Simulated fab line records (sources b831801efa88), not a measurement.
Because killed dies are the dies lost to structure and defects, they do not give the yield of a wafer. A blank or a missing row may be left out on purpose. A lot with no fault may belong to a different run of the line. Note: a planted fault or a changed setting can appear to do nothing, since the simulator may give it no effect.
Which tool was responsible? || flow sky130 || 7 lots, 21 wafers sampled, at 3 steps of a route of 708

## WHAT THE GAUGES SHOWED, per wafer
SKY_VT_ADJUST_LVTN_TW_MEAS_21.
{"lot": "L651", "measured": "day 8 20:27", "on": "film-metro-02", "VT_ADJUST_LVTN_2_TW": "185.6 187.1 186.8"}
{"lot": "L653", "measured": "day 9 07:11", "on": "film-metro-04", "VT_ADJUST_LVTN_2_TW": "189.1 189.0 189.5"}
{"lot": "L658", "measured": "day 10 22:29", "on": "film-metro-04", "VT_ADJUST_LVTN_2_TW": "188.7 189.0 189.2"}
{"lot": "L661", "measured": "day 11 20:35", "on": "film-metro-04", "VT_ADJUST_LVTN_2_TW": "190.7 191.2 191.4"}
{"lot": "L665", "measured": "day 12 22:55", "on": "film-metro-02", "VT_ADJUST_LVTN_2_TW": "185.7 186.6 187.2"}
{"lot": "L667", "measured": "day 13 08:58", "on": "film-metro-04", "VT_ADJUST_LVTN_2_TW": "187.1 188.3 188.2"}
{"lot": "L669", "measured": "day 14 01:14", "on": "film-metro-04", "VT_ADJUST_LVTN_2_TW": "189.4 188.6 190.1"}

## TOOL THAT RAN EACH LOT (tool first, then ch and the chambers of the sampled wafers, then the start)
{"lot": "L651", "SKY_NWELL_STRIP_25": "plasma-asher-01 ch 0,1, day 6 07:47", "SKY_VT_ADJUST_LVTN_PEB_16": "litho-track-02 ch 0, day 8 19:53"}
{"lot": "L653", "SKY_NWELL_STRIP_25": "plasma-asher-01 ch 0,1, day 6 16:46", "SKY_VT_ADJUST_LVTN_PEB_16": "litho-track-04 ch 0, day 9 06:38"}
{"lot": "L658", "SKY_NWELL_STRIP_25": "plasma-asher-01 ch 0,1, day 8 04:40", "SKY_VT_ADJUST_LVTN_PEB_16": "litho-track-02 ch 0, day 10 21:54"}
{"lot": "L661", "SKY_NWELL_STRIP_25": "plasma-asher-04 ch 0,1, day 9 00:03", "SKY_VT_ADJUST_LVTN_PEB_16": "litho-track-03, day 11 20:01"}
{"lot": "L665", "SKY_NWELL_STRIP_25": "plasma-asher-01 ch 0, day 9 23:42", "SKY_VT_ADJUST_LVTN_PEB_16": "litho-track-04 ch 0, day 12 22:20"}
{"lot": "L667", "SKY_NWELL_STRIP_25": "plasma-asher-01 ch 0,1, day 10 08:14", "SKY_VT_ADJUST_LVTN_PEB_16": "litho-track-04 ch 0, day 13 08:24"}
{"lot": "L669", "SKY_NWELL_STRIP_25": "plasma-asher-01 ch 0,1, day 10 23:20", "SKY_VT_ADJUST_LVTN_PEB_16": "litho-track-02 ch 0, day 14 00:39"}
- SKY_NWELL_STRIP_25: strips in O2/N2.
- SKY_VT_ADJUST_LVTN_PEB_16

## THE ANSWER, worked out from the rows above alone
Rule: the usual values come from the lots themselves. The widest of any qualifying gaps counts: lots, ordered by their means at a reading, are off when they make up no more than a third of the lots, leave a main group of 4 or more, and stand apart from it by 3 or more times the standard deviation of that group's means. A main group whose means are all the same, to the digits that the tables above print for the reading, isn't used. Also off: a lot with no number at a reading for which 4 or more lots have one. Any other lot the step has rows for is counted as sound.
No lot is off on any of the readings shown, so nothing can be concluded from this.

## WHAT THE SIMULATOR PUT IN
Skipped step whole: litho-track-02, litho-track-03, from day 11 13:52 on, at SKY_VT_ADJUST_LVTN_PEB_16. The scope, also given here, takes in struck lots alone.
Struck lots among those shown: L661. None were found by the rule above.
